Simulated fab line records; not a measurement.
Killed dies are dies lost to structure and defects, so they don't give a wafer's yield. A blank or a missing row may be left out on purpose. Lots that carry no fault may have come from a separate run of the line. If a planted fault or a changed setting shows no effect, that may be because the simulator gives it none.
Comparing a struck lot with a sound one / flow sky130 / 15 out of 708 route steps
Sound: these wafers, L525.1, L525.3, L525.5. The struck wafers were L517.1, L517.4, L517.5. The cause is named last.
Order at every step that has rows: each side's tool, ch and its chambers, its first start. Under that, the readings that differ: sound wafers / struck wafers / difference of the means / sigmas: that difference in standard deviations of wafers without a fault.
alike: readings whose means differ by less than 2 such deviations, and words and numbers that are the same on both sides. not compared: withheld readings, readings that some wafer has no value for, bounds like >300 that may hide the same value, and numbers for which the record gives no deviation and whose values overlap.
A row with sigmas, a row that says differs or no value, or rows on one side alone: a step with any of these is where the two part. When numbers do not overlap yet have no deviation, they are printed without sigmas and do not part them. Lack of a reading on every wafer of one side parts them only where that side has two or more wafers.

SKY_METAL5_RS_MEAS_05: measurement is done with a four-point probe.
  sound on film metro-02 at day 48 01:14; struck on film metro-04 at day 45 20:28
  alike: METAL5_ALCU_RS
SKY_METAL5_THK_MEAS_06: measures by xrf.
  sound on film metro-02 at day 48 01:21; struck on film metro-04 at day 45 20:35
  alike: METAL5_ALCU_THK
then, 7 steps without rows for these wafers: SKY_METAL5_DEHYDRATE_07 (time 60 s); SKY_METAL5_HMDS_08 (prime time 60 s); SKY_METAL5_COAT_09 (resist thk 1800 nm); SKY_METAL5_SOFTBAKE_10 (time 60 s); SKY_METAL5_EXPOSE_11 (exposes mask MM5, target cd 1600 nm); SKY_METAL5_PEB_12; SKY_METAL5_DEVELOP_13 (develop time 60 s).
SKY_METAL5_DESCUM_14: chemistry O2, time 11 s.
  sound on rie metal-04 ch 0,1, day 48 18:52; struck on rie metal-03 ch 0, day 46 17:27
  alike: drypump motor current A, oes product au
  not compared: rf hours counter h
SKY_METAL5_METAL_ETCH_15: etches the open film in Cl2/BCl3, stops on SiO2, target depth 1260 nm, time 252 s.
  sound on rie metal-04 ch 0,1, day 48 18:54; struck on rie metal-03 ch 0, day 46 17:29
  alike: drypump motor current A, oes product au, throttle valve pct
  not compared: rf hours counter h
SKY_METAL5_STRIP_16: strips in O2/N2.
  sound on plasma asher-03 ch 0, day 48 19:08; struck on plasma asher-03 ch 0,1, day 46 17:43
  alike: drypump motor current A, oes product au, strip time to endpoint s
  not compared: rf hours counter h
SKY_METAL5_STRIP_17: strips in post etch residue remover, time 1200 s.
  sound on wet bench-04 ch 3, day 48 19:14; struck on wet bench-03 ch 3, day 46 17:50
reading=bath guard temp C (C); sound=72.3 71.9 72.1; struck=76.1 76.0 76.2; difference=+4.0; sigmas=+9
reading=temp c (C); sound=72.54 72.53 72.53; struck=74.97 74.87 75.06; difference=+2.43; sigmas=+22
then, 1 step without rows for these wafers: SKY_METAL5_CLEAN_18 (cleans in IPA, time 180 s).
SKY_PAD_OPEN_PROBE_99:
  sound on prober-02 at day 50 09:05; struck on prober-02 at day 48 11:26
reading=killed at other; sound=4 1 0; struck=1 0 0; difference=-1; sigmas=-2
  alike: defect limited yield, killed_at_M0_to_M3, killed_at_M4_up, killed at contacts, killed at front end, killed dies, killed open, killed short, sort_bin_3_pad_short, sort_bin_5_function, sort_bin_6_memory, sort n pass, sort yield pct

== WHERE THEY PART ==
First at SKY_METAL5_STRIP_17; last, within this record, at SKY_PAD_OPEN_PROBE_99.

WHY: what the simulator had put in
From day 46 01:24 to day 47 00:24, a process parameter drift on wet bench-03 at SKY_METAL5_STRIP_17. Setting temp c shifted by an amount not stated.
